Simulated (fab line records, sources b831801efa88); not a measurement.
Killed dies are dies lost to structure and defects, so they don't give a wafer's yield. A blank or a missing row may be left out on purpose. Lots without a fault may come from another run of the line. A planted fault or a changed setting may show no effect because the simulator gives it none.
One fault seen from 2 desks | flow sky130 | each desk has only its own numbers; what lay behind them comes last

THE METROLOGY DESK
What the gauges read, lot by lot, whatever tool the lot ran on: means of the sampled wafers that have a number. A lot is out of limits, marked OUT, if its mean lies more than 4 standard deviations from the usual mean; the brackets give that distance.
Columns: A = LDD_HVP_TW at SKY_LDD_HVP_TW_MEAS_10, usual 458.3; B = LDD_LDN_OVL at SKY_LDD_LDN_OVL_MEAS_07, usual 0.4 nm; C = LDD_LDN_TW at SKY_LDD_LDN_TW_MEAS_13, usual 1489; D = SPACER_CVD_00_THK at SKY_SPACER_THK_MEAS_01, usual 43.1 nm; E = cd_nm at SKY_POLY_CUT_CD_MEAS_08, usual 269.7 nm; F = POLY_CUT_OVL at SKY_POLY_CUT_OVL_MEAS_09, usual -2 nm; G = cd_nm at SKY_SD_P_CD_MEAS_07, usual 380.6 nm
lot  | first seen here | A     | B    | C    | D    | E     | F  | G
L784 | day 21 23:08    | 459.9 | 2.8  | 1489 | 43.1 | 270.4 | -4 | 378.0
L787 | day 23 02:18    | 458.9 | 0.2  | 1486 | 43.3 | 270.3 | 0  | 376.3
L789 | day 24 12:36    | 461.6 | -1.1 | 1493 | 43.0 | 270.5 | -4 | 377.8
L792 | day 25 05:55    | 460.1 | 0.8  | 1487 | 43.1 | 270.6 | -7 | 381.1
L801 | day 28 01:28    | 460.5 | 0.7  | 1481 | 43.1 | 269.1 | 2  | 382.0
L803 | day 28 22:25    | 460.6 | 1.2  | 1484 | 42.9 | 271.1 | -4 | 378.7
This desk's finding: nothing out of limits on any of the 6 lots.

THE TOOL OWNER'S DESK: implanter-04
The tool's own readings at SKY_LDD_LDN_IMPLANT_09: means of the sampled wafers that have a number, for each lot that ran on this tool. A lot is out of limits, marked OUT, if its mean lies more than 4 standard deviations from the usual mean; the brackets give that distance.
Columns: A = beam_energy_keV at SKY_LDD_LDN_IMPLANT_09, usual 15.001
lot  | first seen here | A
L787 | day 24 08:19    | 15.002
L792 | day 26 12:10    | 15.004
L801 | day 29 06:44    | 14.997
L803 | day 30 03:15    | 14.997
This desk's finding: nothing out of limits on any of the 4 lots.

PUT TOGETHER
The metrology desk saw nothing out of limits.
The tool owner's desk saw nothing out of limits.

WHAT THE SIMULATOR HAD PUT IN
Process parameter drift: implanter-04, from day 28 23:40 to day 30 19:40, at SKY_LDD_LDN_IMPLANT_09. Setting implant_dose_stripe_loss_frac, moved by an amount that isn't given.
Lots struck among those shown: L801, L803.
